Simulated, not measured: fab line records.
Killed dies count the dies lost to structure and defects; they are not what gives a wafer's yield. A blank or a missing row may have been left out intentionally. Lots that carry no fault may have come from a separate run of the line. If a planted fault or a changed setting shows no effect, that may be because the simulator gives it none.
Split-lot trial    flow gf180mcu    on a route of 602 steps: 5 lots, 23 wafers read

== THE SPLIT ITSELF ==
At GF_V3_PEB_12 (peb time 90 s), the setting peb_temp_c was moved away from the recipe's 135 C on 11 of the 23 wafers read, by -2.0% to +2.1%. This setting was run at the recipe's value on the other wafers.

== BETWEEN THE SPLIT AND THE READING: the file shows 1 step in between ==
- GF_V3_DEVELOP_13: develop time 60 s

== THE READING ==
At GF_V3_CD_MEAS_14: cd_nm in nanometres, against a target cd of 260 nm. On this fab line, fault-free wafers typically give 259.7 nm with a standard deviation of 1.2 nm.

wafer   tool, chamber at the split  peb_temp_c as run, C  against the recipe  cd_nm, nm  against lot-mates on the recipe
L074.3  litho_track-04, 0           135                   recipe              259.4      -
L074.4  litho_track-04, 0           135                   recipe              260.2      -
L074.5  litho_track-04, 0           135                   recipe              260.5      -
L079.1  litho_track-02, 0           135                   recipe              260.5      -
L079.3  litho_track-02, 0           135                   recipe              260.8      -
L079.4  litho_track-02, 0           137.1                 +1.6%               264.0      +3.6
L079.5  litho_track-02, 0           135                   recipe              260.0      -
L079.6  litho_track-02, 0           137.1                 +1.6%               265.2      +4.8
L080.1  litho_track-01, 0           135                   recipe              259.4      -
L080.2  litho_track-01, 0           132.5                 -1.9%               252.0      -6.8
L080.3  litho_track-01, 0           132.5                 -1.9%               251.8      -7.0
L080.5  litho_track-01, 0           132.5                 -1.9%               252.0      -6.8
L080.6  litho_track-01, 0           135                   recipe              258.2      -
L081.1  litho_track-02, 0           135                   recipe              258.5      -
L081.3  litho_track-02, 0           137.9                 +2.1%               265.1      +7.1
L081.4  litho_track-02, 0           137.9                 +2.1%               265.3      +7.3
L081.5  litho_track-02, 0           135                   recipe              257.5      -
L081.6  litho_track-02, 0           137.9                 +2.1%               265.5      +7.5
L082.2  litho_track-04, 0           132.3                 -2.0%               251.6      -7.3
L082.3  litho_track-04, 0           135                   recipe              258.5      -
L082.4  litho_track-04, 0           132.3                 -2.0%               251.4      -7.5
L082.5  litho_track-04, 0           135                   recipe              259.4      -
L082.6  litho_track-04, 0           132.3                 -2.0%               250.7      -8.2

FIT RESULTS
A straight line over all 23 wafers: cd_nm changes by +3.51 nm for each +1% of peb_temp_c; r = +0.98; the points scatter about the line by 1 nm.
The same after taking each lot's own level away (the mean of its wafers on the recipe; 23 wafers): +3.51 nm for each +1%; r = +0.99; scatter 0.59 nm.
That fit puts the effect of the largest move of peb_temp_c on the reading at 7.5 nm.
Across the lots, their own levels run from 258.00 to 260.43 nm, a range of 2.0 times the standard deviation given above.
The two slopes agree, so the slope changes little with the lot-to-lot level.
Check: for one of the wafers moved furthest among these (+2.1%), held out of the fit, the line's prediction against its lot-mates is +7.29 nm. Against them it came out at +7.1 nm.

== FURTHER SPLITS ON THESE WAFERS ==
Note: prior to the reading, these wafers also went through further splits. Each is held against what the fit with the lots' levels taken away leaves over:
other split on the same wafers  wafers away from the commonest value  r with cd_nm (lot level and that fit taken away)
GF_M3_SPUTTER_00 time_s         7                                     -0.10
GF_V3_CVD_00 sih4_flow_sccm     4                                     +0.05

== THE WHOLE CHAIN: every reading that the file lists as answering this split, in the file's order ==
step              what it does          reading                                                    change (the file's fit)               r (the file's)
GF_V3_CD_MEAS_14  target cd 260 nm      cd_nm                                                      +3.48 nm for each +1% of the setting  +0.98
GF_V3_ETCH_16     etches BARC in N2/H2  V3.cd_nm (the simulator's own value, which no gauge read)  +3.55 nm for each +1% of the setting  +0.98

== THE FILE'S OWN FIT ==
cd_nm changes by +3.48 nm for each +1% of peb_temp_c, r = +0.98.
